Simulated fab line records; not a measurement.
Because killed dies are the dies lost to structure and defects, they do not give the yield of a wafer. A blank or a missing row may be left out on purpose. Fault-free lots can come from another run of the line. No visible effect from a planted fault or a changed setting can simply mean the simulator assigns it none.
Check of tool commonality + flow sky130 + 33 wafers sampled across 11 lots

== REASON IT WAS OPENED ==
4 of 11 lots carry a flag on the reading NWELL_TW at SKY_NWELL_TW_MEAS_15. Fault-free wafers read 1819, with a standard deviation of 10.
Rule: a lot is flagged in two cases, either no wafer of it has a number, or all its wafers with numbers fall more than 4 standard deviations from that mean. All remaining lots are regarded as sound.

| lot  | measured    | on            | NWELL_TW, wafer by wafer | flag    |
|------|-------------|---------------|--------------------------|---------|
| L185 | day 4 18:01 | film metro-03 | 1822 1827 1809           |         |
| L187 | day 5 05:59 | film metro-03 | 1825 1823 1825           |         |
| L188 | day 5 13:06 | film metro-01 | 1833 1829 1830           |         |
| L191 | day 6 02:16 | film metro-02 | 1822 1822 1809           |         |
| L192 | day 6 12:41 | film metro-02 | 1807 1807 1802           |         |
| L196 | day 7 18:29 | film metro-03 | 1822 1820 1822           |         |
| L198 | day 7 22:29 | film metro-01 | 1835 1831 1835           |         |
| L202 | day 8 21:28 | film metro-03 | 2788 2803 2794           | FLAGGED |
| L203 | day 9 04:38 | film metro-01 | 2818 2824 2827           | FLAGGED |
| L204 | day 9 13:13 | film metro-01 | 2814 2802 2822           | FLAGGED |
| L205 | day 9 17:09 | film metro-02 | 2783 2778 2776           | FLAGGED |
Average over the flagged lots: 2802; offset from the usual +983, equal to +98 standard deviations.

== WHICH TOOL RAN EACH LOT ==
The record holds 3 process steps before the reading, out of a route of 708 steps. Read each cell as the tool, then ch plus the chambers that the sampled wafers visited, then the start.
| lot  | flag    | SKY_FIELD_ISO_ETCH_17           | SKY_DNWELL_STRIP_08                 | SKY_NWELL_IMPLANT_11           |
|------|---------|---------------------------------|-------------------------------------|--------------------------------|
| L185 |         | rie si-02 ch 0,1, day 2 05:35   | plasma asher-04 ch 0,1, day 3 07:03 | implanter-03 ch 0, day 4 17:29 |
| L187 |         | rie si-01 ch 0,2,3, day 2 16:07 | plasma asher-02 ch 0,1, day 3 19:11 | implanter-03 ch 0, day 5 05:26 |
| L188 |         | rie si-02 ch 1,2,3, day 2 22:19 | plasma asher-04 ch 1, day 4 01:17   | implanter-02 ch 0, day 5 12:34 |
| L191 |         | rie si-01 ch 0,1,2, day 3 12:53 | plasma asher-02 ch 0, day 4 14:15   | implanter-03 ch 0, day 6 01:43 |
| L192 |         | rie si-01 ch 0,1,2, day 3 18:56 | plasma asher-04 ch 0,1, day 4 23:11 | implanter-01 ch 0, day 6 12:08 |
| L196 |         | rie si-01 ch 0,1,2, day 4 17:23 | plasma asher-04 ch 0,1, day 6 02:14 | implanter-02 ch 0, day 7 17:58 |
| L198 |         | rie si-02 ch 1,2,3, day 5 05:11 | plasma asher-04 ch 0,1, day 6 06:35 | implanter-02 ch 0, day 7 21:57 |
| L202 | FLAGGED | rie si-01 ch 0,1,3, day 6 01:53 | plasma asher-02 ch 0,1, day 7 03:32 | implanter-02 ch 0, day 8 20:55 |
| L203 | FLAGGED | rie si-02 ch 0,1, day 6 04:59   | plasma asher-03 ch 0,1, day 7 09:37 | implanter-03 ch 0, day 9 04:05 |
| L204 | FLAGGED | rie si-02 ch 0,3, day 6 11:25   | plasma asher-04 ch 0,1, day 7 18:48 | implanter-03 ch 0, day 9 12:42 |
| L205 | FLAGGED | rie si-01 ch 0,1,3, day 6 14:37 | plasma asher-03 ch 0,1, day 7 21:50 | implanter-03 ch 0, day 9 16:38 |
What these steps do:
- SKY_FIELD_ISO_ETCH_17: etches Si in HBr/Cl2/O2, target depth 342 nm, time 97.7 s.
- SKY_DNWELL_STRIP_08: strips in O2/N2.
- SKY_NWELL_IMPLANT_11
- SKY_NWELL_TW_MEAS_15

== FLAGGED OVER TOTAL, TOOL BY TOOL (the gauges that took the reading come last) ==
| step                  | tool            | lots run | flagged | share of the flagged lots | sound lots run after its first flagged lot |
|-----------------------|-----------------|----------|---------|---------------------------|--------------------------------------------|
| SKY_FIELD_ISO_ETCH_17 | rie si-01       | 6        | 2       | some                      | 0                                          |
| SKY_FIELD_ISO_ETCH_17 | rie si-02       | 5        | 2       | some                      | 0                                          |
| SKY_DNWELL_STRIP_08   | plasma asher-02 | 3        | 1       | some                      | 0                                          |
| SKY_DNWELL_STRIP_08   | plasma asher-03 | 2        | 2       | some                      | 0                                          |
| SKY_DNWELL_STRIP_08   | plasma asher-04 | 6        | 1       | some                      | 0                                          |
| SKY_NWELL_IMPLANT_11  | implanter-01    | 1        | 0       | none                      | -                                          |
| SKY_NWELL_IMPLANT_11  | implanter-02    | 4        | 1       | some                      | 0                                          |
| SKY_NWELL_IMPLANT_11  | implanter-03    | 6        | 3       | some                      | 0                                          |
| SKY_NWELL_TW_MEAS_15  | film metro-01   | 4        | 2       | some                      | 0                                          |
| SKY_NWELL_TW_MEAS_15  | film metro-02   | 3        | 1       | some                      | 0                                          |
| SKY_NWELL_TW_MEAS_15  | film metro-03   | 4        | 1       | some                      | 0                                          |

== WHAT THE TABLE ALLOWS ==
No row of the table ran every flagged lot.

== WHAT THE SIMULATOR HAD INSERTED ==
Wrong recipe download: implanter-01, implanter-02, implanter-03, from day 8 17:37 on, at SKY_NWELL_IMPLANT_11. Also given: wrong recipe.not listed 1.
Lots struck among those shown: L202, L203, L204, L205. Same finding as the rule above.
